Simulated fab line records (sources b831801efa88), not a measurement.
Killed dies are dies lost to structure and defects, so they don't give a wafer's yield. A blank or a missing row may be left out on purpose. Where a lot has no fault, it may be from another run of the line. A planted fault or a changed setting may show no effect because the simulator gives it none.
Which tool was responsible? | flow sky130 | 33 wafers from 11 lots sampled at 2 of the route's 708 steps

== WHAT EACH GAUGE READ, for each wafer ==
SKY_VIA3_BOW_MEAS_03.
lot  | measured     | on           | VIA3_BOW (um)
L142 | day 38 15:14 | filmMetro-02 | 78 100 77
L146 | day 39 21:23 | filmMetro-03 | 91 78 77
L148 | day 41 11:31 | filmMetro-02 | 71 79 76
L149 | day 41 14:52 | filmMetro-03 | 81 71 78
L150 | day 41 17:08 | filmMetro-03 | 86 91 82
L153 | day 41 23:41 | filmMetro-01 | 79 79 64
L157 | day 43 03:40 | filmMetro-03 | 77 72 81
L159 | day 43 12:43 | filmMetro-02 | 76 80 81
L162 | day 44 12:07 | filmMetro-02 | 85 80 84
L163 | day 44 15:44 | filmMetro-01 | 80 80 84
L165 | day 44 23:04 | filmMetro-02 | 70 80 79

== WHICH TOOL RAN EACH LOT (tool, then ch and the chambers of the sampled wafers, then the start) ==
lot  | SKY_VIA2_ETCH_15
L142 | rieDiel-02 ch 1,2,3, day 36 08:36
L146 | rieDiel-04 ch 1,2, day 37 11:27
L148 | rieDiel-04 ch 0,1,3, day 39 02:59
L149 | rieDiel-01 ch 0,1,3, day 39 05:53
L150 | rieDiel-02 ch 0,3, day 39 06:13
L153 | rieDiel-01 ch 0,1,3, day 39 17:13
L157 | rieDiel-04 ch 0,1,2, day 40 23:58
L159 | rieDiel-01 ch 1,2, day 41 10:13
L162 | rieDiel-02 ch 0,2,3, day 42 10:54
L163 | rieDiel-02 ch 0,1, day 42 14:21
L165 | rieDiel-01 ch 0,1,3, day 42 22:47
- SKY_VIA2_ETCH_15: etches SiO2 in C4F8/O2/Ar, stops on TiN, target depth 546 nm, time 84 s.

== AS READ BY THE TOOLS THEMSELVES (means over the sampled wafers that have a number; for cases with no such wafer, the mark the record gives instead) ==
SKY_VIA2_ETCH_15.
lot  | tool       | oesProductAu (a.u.)
L142 | rieDiel-02 | 0.934
L146 | rieDiel-04 | 0.937
L148 | rieDiel-04 | 0.939
L149 | rieDiel-01 | 0.938
L150 | rieDiel-02 | 0.935
L153 | rieDiel-01 | 0.940
L157 | rieDiel-04 | 0.940
L159 | rieDiel-01 | 0.940
L162 | rieDiel-02 | 0.939
L163 | rieDiel-02 | 0.937
L165 | rieDiel-01 | 0.944

== THE ANSWER, worked out from the rows above alone ==
Rule: usual is defined by the lots themselves. The widest of any qualifying gaps counts: lots, ordered by their means at a reading, are off when they make up no more than a third of the lots, leave a main group of 4 or more, and stand apart from it by 3 or more times the standard deviation of that group's means. If all means in a main group match to the digits the tables above print for the reading, that group is not used. Also off: a lot with no number at a reading for which 4 or more lots have one. Where the step has rows for the other lots, those lots are counted as sound. First the gauges in route order, then the tools' own readings, where a lot's mean is used as printed above. The first step at which some lot is off is used, and at that step the reading that is off furthest; a lot without a number counts as furthest.
Nothing can be told from this: no lot is off at any reading shown.

== WHAT HAD BEEN PUT IN BY THE SIMULATOR ==
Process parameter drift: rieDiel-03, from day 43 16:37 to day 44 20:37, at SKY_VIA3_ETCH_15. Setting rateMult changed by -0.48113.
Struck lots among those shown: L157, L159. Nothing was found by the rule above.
